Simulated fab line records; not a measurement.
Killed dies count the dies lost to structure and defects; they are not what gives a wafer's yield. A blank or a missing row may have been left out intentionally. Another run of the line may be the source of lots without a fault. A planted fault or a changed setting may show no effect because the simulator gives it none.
2 desks, one fault | flow gf180mcu | what lay behind the numbers comes last; until then each desk has only its own

TOOL OWNER'S DESK, litho track-03
The tool's own readings at GF_VT_IMPLANT_DEVELOP_39 (develop time 60 s): means of the sampled wafers that have a number, for each lot that ran on this tool. If a lot's mean is further than 4 standard deviations from the usual mean, the lot is out of limits and carries the mark OUT (the distance appears in the brackets).
Columns: A = developer temp C at GF_VT_IMPLANT_DEVELOP_39, usual 23.02 C; B = resist line temp C at GF_VT_IMPLANT_DEVELOP_39, usual 23.01 C
lot  | first seen here | A                | B
L827 | day 7 21:02     | 23.20            | 23.03
L829 | day 8 07:46     | 23.06            | 23.01
L834 | day 9 20:38     | 22.95            | 23.14
L835 | day 10 00:05    | 22.84            | 23.03
L836 | day 10 05:14    | 23.07            | 23.06
L839 | day 11 02:51    | 22.85            | 22.95
L843 | day 12 04:59    | 23.93 (+8.3) OUT | 22.99
L844 | day 12 12:45    | 23.93 (+8.3) OUT | 22.99
L845 | day 12 20:57    | 23.82 (+7.2) OUT | 23.10
This desk's finding: out of limits on L843, L844, L845; first on L843, day 12 04:59 (developer temp C at GF_VT_IMPLANT_DEVELOP_39). In limits: L827, L829, L834, L835, L836, L839.

METROLOGY DESK
Means of the sampled wafers that have a number, per lot and without regard to the tool the lot ran on: this is what the gauges read. If a lot's mean is further than 4 standard deviations from the usual mean, the lot is out of limits and carries the mark OUT (the distance appears in the brackets).
Columns: A = NWELL_OVL at GF_NWELL_OVL_MEAS_07, usual -0.8 nm
lot  | first seen here | A
L827 | day 3 13:16     | -0.4
L828 | day 3 18:40     | -0.9
L829 | day 3 23:44     | 0.6
L831 | day 4 10:11     | -1.3
L832 | day 4 15:08     | 0.8
L834 | day 5 05:22     | -0.0
L835 | day 5 08:11     | 1.1
L836 | day 5 13:08     | -2.2
L837 | day 5 20:04     | -0.5
L838 | day 6 02:04     | 0.5
L839 | day 6 06:01     | -2.1
L843 | day 7 02:32     | 0.1
L844 | day 7 09:04     | -0.1
L845 | day 7 16:11     | 0.1
This desk found nothing out of limits on any of the 14 lots.

ALL TOGETHER
On L843, L844, L845, at day 12 04:59, an alarm was possible from the tool owner's desk.
The metrology desk saw nothing out of limits.
The metrology desk holds a record of L843, L844, L845, inside its limits.
GF_VT_IMPLANT_DEVELOP_39 was run on litho track-03 by each of the lots named.

WHAT HAD BEEN PUT IN BY THE SIMULATOR
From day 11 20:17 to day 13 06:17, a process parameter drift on litho track-03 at GF_VT_IMPLANT_DEVELOP_39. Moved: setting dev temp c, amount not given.
Shown lots that were struck: L843, L844, L845.
Each desk's first reading out of limits, in hours after the fault started: the tool owner's desk, 9.
